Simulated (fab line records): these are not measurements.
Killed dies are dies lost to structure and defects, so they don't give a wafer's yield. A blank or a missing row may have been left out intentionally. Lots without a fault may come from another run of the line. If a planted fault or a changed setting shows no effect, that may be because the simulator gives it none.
Which of the tools did it?	flow sky130	6 lots with 18 wafers sampled at 2 steps, on a route of 708 steps

== WHAT EACH GAUGE READ, for each wafer ==
SKY_VIA3_RS_MEAS_22: a four-point-probe measurement.
lot	measured	on	VIA3_W_RS (ohm/sq)
L165	day 40 05:27	film-metro-02	0.2998 0.2951 0.2962
L167	day 41 02:46	film-metro-01	0.3005 0.2958 0.2981
L170	day 41 11:05	film-metro-01	0.2945 0.2933 0.2971
L173	day 42 13:37	film-metro-01	0.2961 0.2980 0.3007
L178	day 44 15:54	film-metro-03	0.2913 0.2965 0.2968
L184	day 45 20:20	film-metro-02	0.2915 0.3000 0.2922

== TOOL THAT RAN EACH LOT (tool first, then ch and the chambers of the sampled wafers, then the start) ==
lot	SKY_METAL2_STRIP_21
L165	wet-bench-02 ch 3, day 35 16:39
L167	wet-bench-02 ch 1, day 36 17:07
L170	wet-bench-02 ch 1, day 37 01:26
L173	wet-bench-01 ch 3, day 38 05:13
L178	wet-bench-02 ch 0, day 40 12:23
L184	wet-bench-01 ch 2, day 41 20:13
- SKY_METAL2_STRIP_21: strips in post etch residue remover, time 1200 s.

== THE ANSWER, worked out from the rows above alone ==
Rule: usual is defined by the lots themselves. The widest of any qualifying gaps counts: lots, ordered by their means at a reading, are off when they make up no more than a third of the lots, leave a main group of 4 or more, and stand apart from it by 3 or more times the standard deviation of that group's means. If all means in a main group match to the digits the tables above print for the reading, that group is not used. A lot without any number at a reading at which 4 lots or more have one is off too. Any other lot the step has rows for is counted as sound.
None of the lots is off at any reading shown; this tells nothing.

== WHAT THE SIMULATOR HAD INSERTED ==
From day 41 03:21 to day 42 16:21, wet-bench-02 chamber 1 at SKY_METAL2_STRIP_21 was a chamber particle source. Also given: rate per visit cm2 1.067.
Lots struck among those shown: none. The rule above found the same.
